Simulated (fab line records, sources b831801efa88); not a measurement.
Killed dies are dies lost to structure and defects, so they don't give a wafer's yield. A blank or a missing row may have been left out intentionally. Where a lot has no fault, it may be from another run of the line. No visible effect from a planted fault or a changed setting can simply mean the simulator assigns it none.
Which tool was responsible? / flow gf180mcu / Sampling: 6 lots, 18 wafers, 2 of 602 route steps

== WHAT EACH GAUGE READ, for each wafer ==
GF_VT_IMPLANT_OVL_MEAS_29.
lot=L275; measured=day 7 05:29; on=overlay-01; VT_IMPLANT_02_OVL (nm)=-1.2 -1.9 -1.4
lot=L277; measured=day 7 16:26; on=overlay-02; VT_IMPLANT_02_OVL (nm)=0.7 0.7 -0.5
lot=L279; measured=day 8 05:06; on=overlay-01; VT_IMPLANT_02_OVL (nm)=-1.4 0.7 -0.6
lot=L281; measured=day 8 19:10; on=overlay-02; VT_IMPLANT_02_OVL (nm)=215.3 213.1 215.2
lot=L285; measured=day 10 03:22; on=overlay-01; VT_IMPLANT_02_OVL (nm)=214.9 216.2 215.6
lot=L287; measured=day 10 11:57; on=overlay-01; VT_IMPLANT_02_OVL (nm)=215.2 215.2 214.7

== EACH LOT AND THE TOOL THAT RAN IT (in order: tool; ch and the chambers of the sampled wafers; start) ==
lot=L275; GF_VT_IMPLANT_EXPOSE_26=iline stepper-02 ch 0, day 6 21:57
lot=L277; GF_VT_IMPLANT_EXPOSE_26=iline stepper-02 ch 0, day 7 08:56
lot=L279; GF_VT_IMPLANT_EXPOSE_26=iline stepper-01 ch 0, day 7 21:44
lot=L281; GF_VT_IMPLANT_EXPOSE_26=iline stepper-02 ch 0, day 8 10:56
lot=L285; GF_VT_IMPLANT_EXPOSE_26=iline stepper-02 ch 0, day 9 18:10
lot=L287; GF_VT_IMPLANT_EXPOSE_26=iline stepper-02 ch 0, day 10 04:08
- GF_VT_IMPLANT_EXPOSE_26: exposes mask LVPWELL HV AREA, target cd 860 nm.

== THE ANSWER, worked out from the rows above alone ==
Rule: the usual values come from the lots themselves. The widest of any qualifying gaps counts: lots, ordered by their means at a reading, are off when they make up no more than a third of the lots, leave a main group of 4 or more, and stand apart from it by 3 or more times the standard deviation of that group's means. A main group is skipped when, at the precision printed for the reading in the tables above, its means are all equal. Also off: a lot with no number at a reading for which 4 or more lots have one. The other lots that the step has rows for count as sound.
None of the lots is off at any reading shown; this tells nothing.

== WHAT THE SIMULATOR HAD INSERTED ==
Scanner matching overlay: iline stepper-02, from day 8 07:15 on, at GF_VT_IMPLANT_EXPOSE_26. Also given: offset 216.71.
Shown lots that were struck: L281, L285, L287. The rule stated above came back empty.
